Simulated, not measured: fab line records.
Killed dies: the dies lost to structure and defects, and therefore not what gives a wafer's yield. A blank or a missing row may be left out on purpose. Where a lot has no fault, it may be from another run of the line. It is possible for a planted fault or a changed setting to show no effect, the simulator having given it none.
Which tool is to blame? + flow gf180mcu + Sampling: 13 lots, 39 wafers, 4 of 602 route steps

WHAT EACH GAUGE READ, for each wafer
GF_PASSIVATION_BOW_MEAS_14.
| lot  | measured     | on            | PASSIVATION_BOW (um) |
|------|--------------|---------------|----------------------|
| L789 | day 28 19:37 | film-metro-02 | 138 139 143          |
| L790 | day 28 20:59 | film-metro-04 | 142 140 139          |
| L794 | day 30 09:07 | film-metro-03 | 129 134 133          |
| L795 | day 30 16:23 | film-metro-03 | 131 143 139          |
| L796 | day 30 21:01 | film-metro-04 | 126 128 145          |
| L801 | day 32 15:46 | film-metro-04 | 144 142 142          |
| L802 | day 32 21:40 | film-metro-04 | 145 131 144          |
| L803 | day 33 02:12 | film-metro-04 | 150 144 147          |
| L804 | day 33 09:18 | film-metro-02 | 126 141 143          |
| L807 | day 34 01:22 | film-metro-03 | 123 109 132          |
| L809 | day 34 11:47 | film-metro-04 | 143 123 138          |
| L810 | day 34 18:45 | film-metro-04 | 126 130 123          |
| L811 | day 34 23:21 | film-metro-04 | 135 142 126          |

EACH LOT AND THE TOOL THAT RAN IT (in order: tool; ch and the chambers of the sampled wafers; start)
| lot  | GF_V4_CVD_00                     | GF_V5_SPUTTER_21             | GF_TOP_METAL_SPUTTER_00      |
|------|----------------------------------|------------------------------|------------------------------|
| L789 | hdpcvd-01 ch 0,1, day 23 03:31   | pvd-sputter-03, day 27 00:50 | pvd-sputter-01, day 27 01:32 |
| L790 | hdpcvd-02 ch 0,1,2, day 23 08:37 | pvd-sputter-02, day 27 02:58 | pvd-sputter-04, day 27 03:38 |
| L794 | hdpcvd-01 ch 0,1,2, day 25 00:34 | pvd-sputter-02, day 28 15:54 | pvd-sputter-03, day 28 16:35 |
| L795 | hdpcvd-02 ch 0,1,2, day 25 10:26 | pvd-sputter-03, day 28 23:47 | pvd-sputter-03, day 29 00:29 |
| L796 | hdpcvd-01 ch 0,1,2, day 25 15:54 | pvd-sputter-02, day 29 05:49 | pvd-sputter-03, day 29 06:31 |
| L801 | hdpcvd-02 ch 0,1,2, day 27 17:45 | pvd-sputter-04, day 31 01:59 | pvd-sputter-03, day 31 02:41 |
| L802 | hdpcvd-01 ch 0,1, day 28 02:38   | pvd-sputter-03, day 31 08:37 | pvd-sputter-01, day 31 09:18 |
| L803 | hdpcvd-01 ch 0,1, day 28 05:38   | pvd-sputter-02, day 31 12:59 | pvd-sputter-03, day 31 13:41 |
| L804 | hdpcvd-01 ch 0,1, day 28 15:43   | pvd-sputter-02, day 31 20:44 | pvd-sputter-01, day 31 21:25 |
| L807 | hdpcvd-01 ch 0,1,2, day 29 10:45 | pvd-sputter-02, day 32 14:05 | pvd-sputter-03, day 32 14:47 |
| L809 | hdpcvd-02 ch 1,2, day 29 22:19   | pvd-sputter-02, day 33 00:53 | pvd-sputter-01, day 33 01:34 |
| L810 | hdpcvd-02 ch 0,1,2, day 30 09:01 | pvd-sputter-03, day 33 08:49 | pvd-sputter-01, day 33 09:30 |
| L811 | hdpcvd-01 ch 0,1,2, day 30 11:07 | pvd-sputter-04, day 33 12:59 | pvd-sputter-03, day 33 13:53 |
- GF_V4_CVD_00: deposits SiO2, target thk 600 nm, time 100 s.
- GF_V5_SPUTTER_21: material Ti, target thk 15 nm, time 80.02 s.
- GF_TOP_METAL_SPUTTER_00: material Ti, target thk 37.5 nm, time 150 s.

WHAT THE TOOLS THEMSELVES READ (means of the sampled wafers that have a number; where no wafer has one, the mark that the record gives instead)
GF_V5_SPUTTER_21.
| lot  | tool           | throttle-valve-pct (%) |
|------|----------------|------------------------|
| L789 | pvd-sputter-03 | 30.8                   |
| L790 | pvd-sputter-02 | 31.6                   |
| L794 | pvd-sputter-02 | 29.5                   |
| L795 | pvd-sputter-03 | 30.1                   |
| L796 | pvd-sputter-02 | 32.2                   |
| L801 | pvd-sputter-04 | 30.6                   |
| L802 | pvd-sputter-03 | 30.1                   |
| L803 | pvd-sputter-02 | 31.1                   |
| L804 | pvd-sputter-02 | 31.5                   |
| L807 | pvd-sputter-02 | 30.9                   |
| L809 | pvd-sputter-02 | 31.7                   |
| L810 | pvd-sputter-03 | 30.3                   |
| L811 | pvd-sputter-04 | 30.6                   |

GF_TOP_METAL_SPUTTER_00.
| lot  | tool           | throttle-valve-pct (%) |
|------|----------------|------------------------|
| L789 | pvd-sputter-01 | 30.2                   |
| L790 | pvd-sputter-04 | 30.6                   |
| L794 | pvd-sputter-03 | 30.1                   |
| L795 | pvd-sputter-03 | 29.9                   |
| L796 | pvd-sputter-03 | 29.6                   |
| L801 | pvd-sputter-03 | 30.2                   |
| L802 | pvd-sputter-01 | 29.8                   |
| L803 | pvd-sputter-03 | 30.8                   |
| L804 | pvd-sputter-01 | 29.5                   |
| L807 | pvd-sputter-03 | 30.3                   |
| L809 | pvd-sputter-01 | 30.5                   |
| L810 | pvd-sputter-01 | 29.9                   |
| L811 | pvd-sputter-03 | 29.9                   |

THE ANSWER, worked out from the rows above alone
Rule: the lots themselves supply what counts as usual. The widest of any qualifying gaps counts: lots, ordered by their means at a reading, are off when they make up no more than a third of the lots, leave a main group of 4 or more, and stand apart from it by 3 or more times the standard deviation of that group's means. If all means in a main group match to the digits the tables above print for the reading, that group is not used. A lot without any number at a reading at which 4 lots or more have one is off too. Where the step has rows for the other lots, those lots are counted as sound. First the gauges in route order, then the tools' own readings, where a lot's mean is used as printed above. At the first step where some lot is off, the reading lying furthest off is the one used; lots without a number count as furthest.
Nothing can be told from this: no lot is off at any reading shown.

WHAT THE SIMULATOR PUT IN
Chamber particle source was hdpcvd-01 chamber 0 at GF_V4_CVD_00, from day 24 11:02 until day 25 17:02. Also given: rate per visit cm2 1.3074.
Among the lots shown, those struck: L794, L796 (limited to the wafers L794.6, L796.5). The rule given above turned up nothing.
